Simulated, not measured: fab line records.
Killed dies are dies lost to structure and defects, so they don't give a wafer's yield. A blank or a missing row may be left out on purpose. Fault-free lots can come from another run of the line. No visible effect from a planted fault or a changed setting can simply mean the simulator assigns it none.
fab line records | flow sky130
[record] lots = 6 | wafers = 18 | last_day = 49
route steps=708 shown VIA2@523 METAL3@532 PAD_OPEN@708
lots that met no fault: from a run of the same line without faults
start_h: hours from the record's first day to the start of the lot's first wafer shown | wait_h: hours elapsed since this lot's preceding step | " the same as in the row above | L1.1+2: one row covering several wafers at once | - no value, or no start given | * or withheld: withheld | < > ~ a bound
route shown NAME@n: names a module that has steps shown in the file, with the first one's number in the route | usual: mean/standard deviation taken from wafers without a fault | same: alike in all rows | chamber/n: place in a boat | sites: each site's reading | _std_site: their standard deviation | _edge_site: outer sites' mean less inner sites' | radius_mm: for every site, how far away it sits from the centre of the wafer | mask NAME#n: copy n | behind: the most recent tool/chamber to have shaped the wafer | hold: what put the lot on hold/how long, in hours/how the hold closed | device: the n, p or np transistor that did not switch | end of line: the same wafers' tests at the end of the route | where a step has no rows: the recipe by itself | killed: at the first sort, the dies lost to defects and structure; wafer yield is something else | map: shows each die of a wafer: x if killed, . if not, _ if none is there
set.NAME: the run value of the setting; set.NAME@STEP: its run value at that earlier step | model.NAME: the simulator's own value behind a step, which no gauge read
lots at selected steps of the route; one table per step, one row per wafer
services: from which hour (start_h, from the record's first day; less than 0 if before it) a tool's chamber was out of use, for how many hours, and why
[[steps]]
[step SKY_VIA2_STRIP_16]
[recipe] chemistry = O2/N2 | power_w = 1400 | pressure_mtorr = 1500 | platen_temp_c = withheld | o2_flow_sccm = 3000 | n2_flow_sccm = 300 | overash_fraction = 0.5
[usual] chamber_pressure_mTorr = 1500.0/1.4 | drypump_motor_current_A = 5.88/0.23 | oes_product_au = 0.398/0.0045 | strip_time_to_endpoint_s = 4.056/0.028
lot.wafer | tool            | chamber | start_h | wait_h | chamber_pressure_mTorr | drypump_motor_current_A | oes_product_au | rf_hours_counter_h | strip_time_to_endpoint_s
L456.1    | plasma_asher-03 | 1       | 886.62  | 0.0    | 1499.7                 | 6.24                    | 0.402          | 111                | 4.026
L456.4    | "               | 1       | "       | "      | 1500.0                 | 6.25                    | 0.401          | -                  | 4.095
L456.6    | "               | 0       | "       | "      | 1500.4                 | 5.59                    | 0.393          | -                  | 4.050
L457.3    | plasma_asher-03 | 0       | 897.04  | 0.1    | 1500.3                 | 5.59                    | 0.398          | -                  | 4.060
L457.5    | "               | 1       | "       | "      | 1499.2                 | 6.25                    | 0.402          | -                  | 4.015
L457.6    | "               | 0       | "       | "      | 1498.9                 | 5.60                    | 0.398          | -                  | 4.060
L460.1    | plasma_asher-04 | 0       | 921.76  | 0.0    | 1500.8                 | 5.96                    | 0.398          | 79                 | 4.076
L460.2    | "               | 1       | "       | "      | 1501.1                 | 5.91                    | 0.402          | 79                 | 4.057
L460.4    | "               | 0       | "       | "      | 1499.5                 | 5.92                    | 0.399          | -                  | 4.075
L467.3    | plasma_asher-04 | 0       | 965.21  | 0.1    | 1499.5                 | 5.91                    | 0.397          | -                  | 4.045
L467.5    | "               | 1       | "       | "      | 1498.0                 | 5.91                    | 0.395          | -                  | 4.071
L467.6    | "               | 0       | "       | "      | 1502.1                 | 5.90                    | 0.392          | -                  | 4.044
L468.2    | plasma_asher-04 | 1       | 966.86  | 0.0    | 1500.1                 | 5.91                    | 0.398          | 84                 | 4.021
L468.4    | "               | 0       | "       | "      | 1498.2                 | 5.91                    | 0.395          | -                  | 4.045
L468.6    | "               | 1       | "       | "      | 1501.6                 | 5.91                    | 0.404          | -                  | 4.060
L469.1    | plasma_asher-04 | 1       | 972.86  | 0.0    | 1501.4                 | 5.95                    | 0.403          | 84                 | 4.115
L469.2    | "               | 0       | "       | "      | 1499.6                 | 5.91                    | 0.395          | 84                 | 4.099
L469.6    | "               | 1       | "       | "      | 1502.4                 | 5.95                    | 0.404          | -                  | 4.110
[step SKY_VIA2_STRIP_17]
[recipe] chemistry = post_etch_residue_remover | time_s = 1200 | temp_c = 72.5
[step SKY_VIA2_CLEAN_18]
[recipe] chemistry = IPA | time_s = 180 | temp_c = 25
[step SKY_VIA2_CLEAN_19]
[recipe] chemistry = O3/DIW | dry = n2_spin
[step SKY_VIA2_SPUTTER_20]
[recipe] material = TiN | target_thk_nm = 20 | chamber_pressure_pa = 5 | power_w = 4000 | time_s = 80
[step SKY_VIA2_CVD_21]
[recipe] material = W | target_thk_nm = 420 | time_s = 126.4 | temp_c = 400 | pressure_torr = 40
[usual] heater_power_w = 844/89
lot.wafer | tool     | chamber | start_h | wait_h | heater_power_w | since_wet_clean_h
L456.1    | cvd_w-02 | 0       | 887.28  | 0.0    | 911            | 483
L456.4    | "        | 1       | "       | "      | 744            | -
L456.6    | "        | 1       | "       | "      | 747            | -
L457.3    | cvd_w-02 | 1       | 897.71  | 0.1    | 725            | -
L457.5    | "        | 1       | "       | "      | 742            | -
L457.6    | "        | 0       | "       | "      | 929            | -
L460.1    | cvd_w-02 | 0       | 922.41  | 0.0    | 918            | 518
L460.2    | "        | 0       | "       | "      | 925            | -
L460.4    | "        | 0       | "       | "      | 902            | -
L467.3    | cvd_w-02 | 0       | 965.90  | 0.1    | 940            | -
L467.5    | "        | 1       | "       | "      | 736            | -
L467.6    | "        | 0       | "       | "      | 916            | -
L468.2    | cvd_w-01 | 1       | 967.52  | 0.0    | 918            | 50
L468.4    | "        | 0       | "       | "      | 747            | -
L468.6    | "        | 0       | "       | "      | 758            | -
L469.1    | cvd_w-02 | 1       | 973.51  | 0.0    | 746            | 570
L469.2    | "        | 0       | "       | "      | 898            | 570
L469.6    | "        | 0       | "       | "      | 930            | -
[step SKY_VIA2_RS_MEAS_22]
[recipe] thk_meas_gauge = four-point-probe | reads = W_of_VIA2_CVD_21+TiN_of_VIA2_SPUTTER_20
[usual] VIA2_W_RS = 0.271/0.0051
lot.wafer | tool          | chamber | start_h | wait_h | VIA2_W_RS[ohm/sq]
L456.1    | film_metro-04 | -       | 887.41  | 0.1    | 0.271
L456.4    | "             | -       | "       | "      | 0.260
L456.6    | "             | -       | "       | "      | 0.263
L457.3    | film_metro-04 | -       | 897.84  | 0.1    | 0.264
L457.5    | "             | -       | "       | "      | 0.264
L457.6    | "             | -       | "       | "      | 0.277
L460.1    | film_metro-03 | -       | 922.67  | 0.2    | 0.277
L460.2    | "             | -       | "       | "      | 0.278
L460.4    | "             | -       | "       | "      | 0.274
L467.3    | film_metro-04 | -       | 966.03  | 0.1    | 0.278
L467.5    | "             | -       | "       | "      | 0.266
L467.6    | "             | -       | "       | "      | 0.276
L468.2    | film_metro-03 | -       | 967.67  | 0.1    | 0.271
L468.4    | "             | -       | "       | "      | 0.269
L468.6    | "             | -       | "       | "      | 0.267
L469.1    | film_metro-03 | -       | 973.64  | 0.1    | 0.265
L469.2    | "             | -       | "       | "      | 0.275
L469.6    | "             | -       | "       | "      | 0.276
[step SKY_VIA2_THK_MEAS_23]
[recipe] thk_meas_gauge = xrf | reads = W_of_VIA2_CVD_21
[usual] VIA2_W_THK = 414/9.2
lot.wafer | tool          | chamber | start_h | wait_h | VIA2_W_THK[nm]
L456.1    | film_metro-04 | -       | 887.53  | 0.1    | 416
L456.4    | "             | -       | "       | "      | 434
L456.6    | "             | -       | "       | "      | 431
L457.3    | film_metro-04 | -       | 897.94  | 0.1    | 432
L457.5    | "             | -       | "       | "      | 429
L457.6    | "             | -       | "       | "      | 411
L460.1    | film_metro-03 | -       | 922.79  | 0.1    | 401
L460.2    | "             | -       | "       | "      | 402
L460.4    | "             | -       | "       | "      | 406
L467.3    | film_metro-04 | -       | 966.13  | 0.1    | 410
L467.5    | "             | -       | "       | "      | 427
L467.6    | "             | -       | "       | "      | 409
L468.2    | film_metro-03 | -       | 967.78  | 0.1    | 405
L468.4    | "             | -       | "       | "      | 407
L468.6    | "             | -       | "       | "      | 412
L469.1    | film_metro-03 | -       | 973.76  | 0.1    | 416
L469.2    | "             | -       | "       | "      | 401
L469.6    | "             | -       | "       | "      | 397
[step SKY_VIA2_CMP_24]
[recipe] stop_on = SiO2 | t_overpolish_s = 20 | down_force_psi = 3.5 | platen_rpm = 60 | target_thk_nm = 0 | pad_velocity_m_s = 0.94248
[usual] motor_current_A = 10.9/0.97 | overpolish_run_s = 19.999/0.0087 | retaining_ring_pressure_frac = 0.999/0.0055 | slurry_flow_ml_min = 150.0/0.49 | time_to_endpoint_s = 100/4.4
lot.wafer | tool   | chamber | start_h | wait_h | motor_current_A | overpolish_run_s | retaining_ring_pressure_frac | slurry_flow_ml_min | time_to_endpoint_s
L456.1    | cmp-02 | 0       | 887.64  | 0.1    | 11.8            | 20.014           | 0.995                        | 149.9              | 104
L456.4    | "      | 2       | "       | "      | 10.4            | 20.021           | 1.003                        | 149.6              | 103
L456.6    | "      | 0       | "       | "      | 11.6            | 19.995           | 0.998                        | 150.2              | 103
L457.3    | cmp-01 | 1       | 898.08  | 0.1    | 11.0            | 20.007           | 1.002                        | 150.2              | 108
L457.6    | "      | 3       | "       | "      | 9.7             | 20.000           | 1.001                        | 149.5              | 99
L457.5    | "      | 0       | "       | "      | 10.1            | 20.009           | 0.999                        | 150.8              | 107
L460.1    | cmp-01 | 1       | 923.16  | 0.4    | 10.5            | 19.996           | 1.002                        | 150.0              | 96
L460.4    | "      | 2       | "       | "      | 13.0            | 20.008           | 1.003                        | 150.3              | 95
L460.2    | "      | 0       | "       | "      | 9.6             | 19.995           | 1.006                        | 150.6              | 98
L467.3    | cmp-01 | 2       | 966.17  | 0.0    | 12.1            | 20.010           | 1.001                        | 149.9              | 93
L467.6    | "      | 2       | "       | "      | 12.3            | 19.998           | 1.006                        | 150.6              | 94
L467.5    | "      | 3       | "       | "      | 9.7             | 20.009           | 0.998                        | 150.0              | 98
L468.2    | cmp-02 | 0       | 967.88  | 0.1    | 12.3            | 19.999           | 1.007                        | 150.3              | 104
L468.4    | "      | 2       | "       | "      | 10.9            | 20.004           | 0.994                        | 149.1              | 98
L468.6    | "      | 3       | "       | "      | 11.4            | 20.014           | 0.996                        | 149.7              | 106
L469.1    | cmp-02 | 2       | 973.82  | 0.1    | 10.9            | 19.986           | 0.996                        | 150.0              | 98
L469.2    | "      | 0       | "       | "      | 12.4            | 20.010           | 1.002                        | 149.5              | 96
L469.6    | "      | 2       | "       | "      | 10.4            | 19.988           | 0.991                        | 149.8              | 94
[step SKY_METAL3_SPUTTER_00]
[recipe] material = Ti | target_thk_nm = 15 | power_w = 3000 | time_s = 10 | chamber_pressure_pa = 0.4
[usual] throttle_valve_pct = 29.8/0.67
lot.wafer | tool           | chamber | start_h | wait_h | throttle_valve_pct
L456.1    | pvd_sputter-02 | -       | 887.89  | 0.2    | 29.2
L456.4    | "              | -       | "       | "      | 29.0
L456.6    | "              | -       | "       | "      | 29.1
L457.3    | pvd_sputter-02 | -       | 898.28  | 0.1    | 29.1
L457.5    | "              | -       | "       | "      | 29.1
L457.6    | "              | -       | "       | "      | 29.1
L460.1    | pvd_sputter-03 | -       | 923.46  | 0.2    | 29.4
L460.2    | "              | -       | "       | "      | 30.2
L460.4    | "              | -       | "       | "      | 29.9
L467.3    | pvd_sputter-04 | -       | 966.47  | 0.2    | 30.1
L467.5    | "              | -       | "       | "      | 29.9
L467.6    | "              | -       | "       | "      | 29.9
L468.2    | pvd_sputter-03 | -       | 968.13  | 0.2    | 30.1
L468.4    | "              | -       | "       | "      | 30.3
L468.6    | "              | -       | "       | "      | 29.8
L469.1    | pvd_sputter-03 | -       | 974.12  | 0.2    | 30.1
L469.2    | "              | -       | "       | "      | 31.0
L469.6    | "              | -       | "       | "      | 29.9
[step SKY_METAL3_SPUTTER_01]
[recipe] material = TiN | target_thk_nm = 20 | power_w = 6500 | time_s = 16.7 | chamber_pressure_pa = 0.4
[usual] throttle_valve_pct = 29.9/0.7
lot.wafer | tool           | chamber | start_h | wait_h | throttle_valve_pct
L456.1    | pvd_sputter-02 | -       | 887.91  | 0.0    | 29.1
L456.4    | "              | -       | "       | "      | 29.0
L456.6    | "              | -       | "       | "      | 29.1
L457.3    | pvd_sputter-02 | -       | 898.30  | 0.0    | 28.8
L457.5    | "              | -       | "       | "      | 28.8
L457.6    | "              | -       | "       | "      | 29.3
L460.1    | pvd_sputter-03 | -       | 923.49  | 0.0    | 29.2
L460.2    | "              | -       | "       | "      | 30.1
L460.4    | "              | -       | "       | "      | 29.9
L467.3    | pvd_sputter-04 | -       | 966.49  | 0.0    | 30.5
L467.5    | "              | -       | "       | "      | 29.6
L467.6    | "              | -       | "       | "      | 29.8
L468.2    | pvd_sputter-03 | -       | 968.15  | 0.0    | 29.8
L468.4    | "              | -       | "       | "      | 29.9
L468.6    | "              | -       | "       | "      | 30.0
L469.1    | pvd_sputter-03 | -       | 974.15  | 0.0    | 29.9
L469.2    | "              | -       | "       | "      | 31.1
L469.6    | "              | -       | "       | "      | 30.0
[step SKY_METAL3_SPUTTER_02]
[recipe] material = AlCu | target_thk_nm = 735 | power_w = 10600 | time_s = 39.1 | chamber_pressure_pa = 0.4
[step SKY_METAL3_SPUTTER_03]
[recipe] material = Ti | target_thk_nm = 5 | power_w = 3000 | time_s = 3.3 | chamber_pressure_pa = 0.4
[usual] throttle_valve_pct = 29.9/0.69
lot.wafer | tool           | chamber | start_h | wait_h | throttle_valve_pct | model.Ti_of_METAL3_SPUTTER_03.thk_nm
L456.1    | pvd_sputter-02 | -       | 887.97  | 0.0    | 29.3               | 4.952
L456.4    | "              | -       | "       | "      | 28.8               | 5.104
L456.6    | "              | -       | "       | "      | 29.1               | 5.116
L457.3    | pvd_sputter-02 | -       | 898.37  | 0.0    | 29.4               | 5.054
L457.5    | "              | -       | "       | "      | 29.2               | 5.034
L457.6    | "              | -       | "       | "      | 29.3               | 5.224
L460.1    | pvd_sputter-03 | -       | 923.55  | 0.0    | 29.5               | 5.008
L460.2    | "              | -       | "       | "      | 30.1               | 5.015
L460.4    | "              | -       | "       | "      | 30.0               | 4.768
L467.3    | pvd_sputter-04 | -       | 966.56  | 0.0    | 30.0               | 5.24
L467.5    | "              | -       | "       | "      | 29.7               | 5.29
L467.6    | "              | -       | "       | "      | 29.7               | 5.257
L468.2    | pvd_sputter-03 | -       | 968.21  | 0.0    | 30.2               | 2.012
L468.4    | "              | -       | "       | "      | 30.2               | 2.22
L468.6    | "              | -       | "       | "      | 30.1               | 1.961
L469.1    | pvd_sputter-03 | -       | 974.21  | 0.0    | 29.9               | 1.837
L469.2    | "              | -       | "       | "      | 31.1               | 1.916
L469.6    | "              | -       | "       | "      | 29.9               | 1.804
[step SKY_METAL3_SPUTTER_04]
[recipe] material = TiN | target_thk_nm = 70 | power_w = 6500 | time_s = 58.3 | chamber_pressure_pa = 0.4
[step SKY_PAD_OPEN_PROBE_99]
[usual] defect_limited_yield = 82.5/2.1 | killed_at_M0_to_M3 = 43/7.7 | killed_at_M4_up = 2.9/1.9 | killed_at_contacts = 24/5.9 | killed_at_front_end = 16/5.1 | killed_at_other = 0.3/0.63 | killed_dies = 86/10 | killed_on_rim = 16/3.6 | killed_open = 47/7.6 | killed_short = 39/6.8 | sort_bin_3_pad_short = 0.8/0.44 | sort_bin_5_function = 10.4/1.6 | sort_bin_6_memory = 6.3/1.1 | sort_n_pass = 406/10 | sort_yield_pct = 82.5/2.1
[same] gross_dies = 492 | killed_at_back_side = 0 | sort_bin_4_leakage[%] = 0 | sort_bin_8_speed[%] = 0
lot.wafer | tool      | chamber | start_h | wait_h | defect_limited_yield[%] | killed_at_M0_to_M3 | killed_at_M4_up | killed_at_contacts | killed_at_front_end | killed_at_other | killed_dies | killed_on_rim | killed_open | killed_short | sort_bin_3_pad_short[%] | sort_bin_5_function[%] | sort_bin_6_memory[%] | sort_n_pass | sort_yield_pct[%]
L456.1    | prober-01 | -       | 1103.80 | 0.1    | 79.7                    | 43                 | 10              | 22                 | 24                  | 1               | 100         | 20            | 57          | 42           | 0.8                     | 12.4                   | 7.1                  | 392         | 79.7
L456.4    | prober-01 | -       | 1103.95 | 0.2    | 81.3                    | 45                 | 3               | 25                 | 19                  | 0               | 92          | 19            | 50          | 42           | 1.0                     | 11.2                   | 6.5                  | 400         | 81.3
L456.6    | prober-01 | -       | 1104.05 | 0.2    | 79.3                    | 55                 | 2               | 30                 | 15                  | 0               | 102         | 16            | 50          | 52           | 1.4                     | 11.6                   | 7.7                  | 390         | 79.3
L457.3    | prober-02 | -       | 1114.80 | 0.2    | 85.4                    | 34                 | 0               | 33                 | 4                   | 1               | 72          | 16            | 41          | 31           | 0.2                     | 8.3                    | 6.1                  | 420         | 85.4
L457.5    | prober-02 | -       | 1114.90 | 0.2    | 86.6                    | 34                 | 2               | 24                 | 6                   | 0               | 66          | 14            | 38          | 28           | 0.8                     | 7.7                    | 4.9                  | 426         | 86.6
L457.6    | prober-02 | -       | 1114.95 | 0.2    | 84.3                    | 44                 | 3               | 21                 | 9                   | 0               | 77          | 19            | 44          | 33           | 0.2                     | 8.3                    | 7.1                  | 415         | 84.3
L460.1    | prober-01 | -       | 1134.89 | 0.1    | 77.2                    | 53                 | 2               | 34                 | 23                  | 0               | 112         | 12            | 68          | 42           | 0.6                     | 13.6                   | 8.5                  | 380         | 77.2
L460.2    | prober-01 | -       | 1134.94 | 0.1    | 79.7                    | 42                 | 1               | 34                 | 23                  | 0               | 100         | 17            | 56          | 44           | 0.2                     | 12.6                   | 7.5                  | 392         | 79.7
L460.4    | prober-01 | -       | 1135.04 | 0.2    | 84.3                    | 41                 | 2               | 23                 | 11                  | 0               | 77          | 18            | 49          | 28           | 0.4                     | 8.9                    | 6.3                  | 415         | 84.3
L467.3    | prober-02 | -       | 1164.77 | 0.2    | 81.1                    | 47                 | 0               | 26                 | 20                  | 0               | 93          | 23            | 45          | 48           | 0.4                     | 12.0                   | 6.5                  | 399         | 81.1
L467.5    | prober-02 | -       | 1164.87 | 0.2    | 84.3                    | 35                 | 4               | 24                 | 14                  | 0               | 77          | 13            | 38          | 38           | 0.2                     | 8.7                    | 6.7                  | 415         | 84.3
L467.6    | prober-02 | -       | 1164.92 | 0.2    | 80.3                    | 44                 | 5               | 27                 | 21                  | 0               | 97          | 18            | 56          | 40           | 1.0                     | 10.8                   | 7.9                  | 395         | 80.3
L468.2    | prober-01 | -       | 1168.59 | 0.1    | 85.0                    | 41                 | 4               | 17                 | 10                  | 2               | 74          | 18            | 36          | 37           | 0.6                     | 7.9                    | 6.5                  | 418         | 85.0
L468.4    | prober-01 | -       | 1168.69 | 0.2    | 83.7                    | 32                 | 2               | 25                 | 19                  | 2               | 80          | 12            | 49          | 31           | 0.8                     | 9.1                    | 6.3                  | 412         | 83.7
L468.6    | prober-01 | -       | 1168.79 | 0.2    | 82.9                    | 42                 | 1               | 27                 | 13                  | 1               | 84          | 17            | 45          | 38           | 1.0                     | 10.2                   | 5.9                  | 408         | 82.9
L469.1    | prober-02 | -       | 1171.03 | 0.1    | 83.1                    | 38                 | 5               | 16                 | 24                  | 0               | 83          | 19            | 43          | 39           | 0                       | 10.4                   | 6.5                  | 409         | 83.1
L469.2    | prober-02 | -       | 1171.08 | 0.1    | 81.5                    | 48                 | 2               | 30                 | 11                  | 0               | 91          | 12            | 54          | 36           | 0.4                     | 11.8                   | 6.3                  | 401         | 81.5
L469.6    | prober-02 | -       | 1171.28 | 0.2    | 81.1                    | 48                 | 5               | 20                 | 20                  | 0               | 93          | 23            | 54          | 38           | 0.4                     | 12.6                   | 5.9                  | 399         | 81.1
// killed by level:class
L456.1 CONTACT:geometric_particle:open=12 VIA1:geometric_particle:open=10 METAL2:geometric_particle:short=10 LI_CONTACT:geometric_particle:open=7 FIELD_ISO:geometric_particle:open=6 VIA1:geometric_particle:short=6 METAL4:geometric_particle:short=6 VIA2:geometric_particle:open=5
L456.4 VIA1:geometric_particle:open=13 CONTACT:geometric_particle:open=10 METAL1:geometric_particle:short=6 VIA2:geometric_particle:open=6 LI_CONTACT:geometric_particle:open=5 FIELD_ISO:geometric_particle:short=4 SPACER:geometric_particle:open=4 LI_CONTACT:geometric_particle:short=4
L456.6 LI_CONTACT:geometric_particle:open=12 VIA3:geometric_particle:open=10 CONTACT:geometric_particle:open=9 POLY_GATE:geometric_particle:short=8 METAL1:geometric_particle:short=8 METAL2:geometric_particle:short=8 VIA2:geometric_particle:open=8 VIA2:geometric_particle:short=8
L457.3 LI_CONTACT:geometric_particle:open=12 LOCAL_INTERCONNECT:geometric_particle:short=6 VIA1:geometric_particle:open=6 VIA3:geometric_particle:open=6 VIA1:geometric_particle:short=5 CONTACT:geometric_particle:open=5 LI_CONTACT:geometric_particle:short=4 CONTACT:geometric_particle:short=4
L457.5 CONTACT:geometric_particle:open=8 VIA1:geometric_particle:open=8 METAL3:geometric_particle:short=7 LI_CONTACT:geometric_particle:open=6 LOCAL_INTERCONNECT:geometric_particle:short=5 VIA2:geometric_particle:open=5 VIA3:geometric_particle:open=5 METAL2:geometric_particle:short=4
L457.6 CONTACT:geometric_particle:open=11 VIA3:geometric_particle:open=10 VIA1:geometric_particle:open=8 VIA1:geometric_particle:short=5 METAL1:geometric_particle:short=5 POLY_GATE:geometric_particle:short=4 POLY_GATE:geometric_particle:open=3 LI_CONTACT:geometric_particle:open=3
L460.1 CONTACT:geometric_particle:open=16 LI_CONTACT:geometric_particle:open=11 VIA1:geometric_particle:open=11 POLY_GATE:geometric_particle:short=8 VIA2:geometric_particle:open=8 POLY_GATE:geometric_particle:open=6 METAL1:geometric_particle:short=6 VIA2:geometric_particle:short=5
L460.2 CONTACT:geometric_particle:open=12 VIA1:geometric_particle:open=11 LI_CONTACT:geometric_particle:open=10 POLY_GATE:geometric_particle:short=9 VIA3:geometric_particle:open=9 FIELD_ISO:geometric_particle:open=5 METAL2:geometric_particle:short=5 LI_CONTACT:geometric_particle:short=4
L460.4 VIA1:geometric_particle:open=12 CONTACT:geometric_particle:open=9 VIA3:geometric_particle:open=6 LI_CONTACT:geometric_particle:open=5 CONTACT:geometric_particle:short=5 VIA2:geometric_particle:open=5 POLY_GATE:geometric_particle:short=4 METAL2:geometric_particle:short=4
L467.3 VIA1:geometric_particle:open=11 LI_CONTACT:geometric_particle:open=9 CONTACT:geometric_particle:open=6 METAL2:geometric_particle:short=6 VIA2:geometric_particle:open=6 FIELD_ISO:geometric_particle:short=5 FIELD_ISO:geometric_particle:open=5 VIA1:geometric_particle:short=5
L467.5 VIA1:geometric_particle:open=11 CONTACT:geometric_particle:open=8 METAL2:geometric_particle:short=6 LI_CONTACT:geometric_particle:open=5 VIA2:geometric_particle:open=5 FIELD_ISO:geometric_particle:short=4 LI_CONTACT:geometric_particle:short=4 CONTACT:geometric_particle:short=4
L467.6 VIA1:geometric_particle:open=18 CONTACT:geometric_particle:open=9 FIELD_ISO:geometric_particle:short=7 VIA3:geometric_particle:open=7 VIA2:geometric_particle:open=6 CONTACT:geometric_particle:short=5 POLY_GATE:geometric_particle:open=5 LI_CONTACT:geometric_particle:open=5
L468.2 VIA1:geometric_particle:open=10 METAL1:geometric_particle:short=7 VIA3:geometric_particle:open=6 FIELD_ISO:geometric_particle:open=5 METAL3:geometric_particle:short=4 CONTACT:geometric_particle:open=4 VIA2:geometric_particle:open=4 METAL4:geometric_particle:short=4
L468.4 CONTACT:geometric_particle:open=10 VIA2:geometric_particle:open=8 VIA1:geometric_particle:open=6 FIELD_ISO:geometric_particle:short=5 POLY_GATE:geometric_particle:open=5 VIA3:geometric_particle:open=5 FIELD_ISO:geometric_particle:open=4 LOCAL_INTERCONNECT:geometric_particle:open=4
L468.6 CONTACT:geometric_particle:open=13 VIA1:geometric_particle:open=12 VIA1:geometric_particle:short=6 CONTACT:geometric_particle:short=5 VIA2:geometric_particle:open=5 VIA3:geometric_particle:open=5 FIELD_ISO:geometric_particle:open=4 POLY_GATE:geometric_particle:short=4
L469.1 VIA1:geometric_particle:open=8 FIELD_ISO:geometric_particle:short=7 FIELD_ISO:geometric_particle:open=5 LI_CONTACT:geometric_particle:open=5 VIA3:geometric_particle:open=5 METAL2:geometric_particle:short=5 VIA3:geometric_particle:short=4 CONTACT:geometric_particle:open=4
L469.2 VIA1:geometric_particle:open=15 VIA2:geometric_particle:open=9 CONTACT:geometric_particle:open=8 LI_CONTACT:geometric_particle:open=8 METAL1:geometric_particle:short=7 LOCAL_INTERCONNECT:geometric_particle:short=6 VIA2:geometric_particle:short=5 FIELD_ISO:geometric_particle:open=4
L469.6 VIA2:geometric_particle:open=13 CONTACT:geometric_particle:open=8 VIA1:geometric_particle:open=8 FIELD_ISO:geometric_particle:open=7 METAL2:geometric_particle:short=7 LI_CONTACT:geometric_particle:open=5 VIA2:geometric_particle:short=5 METAL4:geometric_particle:short=4
[[services]]
tool            | chamber | start_h | hours | kind
cmp-01          | -       | 865.34  | 2.3   | pm
pvd_sputter-03  | -       | 887.45  | 2.3   | repair
cmp-02          | -       | 893.34  | 0.5   | repair
cmp-02          | -       | 900.93  | 1.7   | repair
cvd_w-01        | -       | 904.00  | 14.0  | pm
cvd_w-01        | 0       | 904.00  | 14.0  | vent_cycle
cvd_w-01        | 1       | 904.00  | 14.0  | vent_cycle
pvd_sputter-02  | -       | 904.63  | 8.7   | repair
plasma_asher-04 | -       | 908.12  | 2.8   | pm
cmp-02          | -       | 912.00  | 4.0   | pm
cmp-02          | -       | 916.00  | -     | consumable_replace:conditioner
cmp-02          | -       | 916.00  | -     | consumable_replace:pad
cmp-02          | -       | 916.00  | 7.4   | pm
cvd_w-01        | 0       | 918.00  | -     | clean
cvd_w-01        | 1       | 918.00  | -     | clean
cmp-01          | -       | 927.79  | 3.9   | repair
cmp-01          | -       | 930.71  | 2.6   | repair
cvd_w-02        | -       | 935.85  | 2.8   | pm
pvd_sputter-04  | 1       | 942.39  | -     | consumable_replace:kit
pvd_sputter-04  | 1       | 942.39  | 18.0  | scheduled_down
pvd_sputter-04  | 1       | 942.39  | 18.0  | vent_cycle
pvd_sputter-04  | -       | 953.86  | 1.9   | repair
[[key]]
first_sign none at tools or gauges
[model_effect] step = SKY_METAL3_SPUTTER_03 | value = Ti_of_METAL3_SPUTTER_03.thk_nm | without = 4.869 | struck = 1.958
met_at SKY_METAL3_SPUTTER_03
struck_wafers L468.2,L468.4,L468.6,L469.1,L469.2,L469.6
onset_between 923.55 968.21
also_fits time
[fault] kind = process_parameter_drift | tool = pvd_sputter-03 | chamber = - | onset_h = 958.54 | steps = SKY_METAL3_SPUTTER_03 | channel = target_thk_nm | offset = -2.9106 | shape = step | end_h = 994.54 | acts_in = these_recipes_only | stated = 5
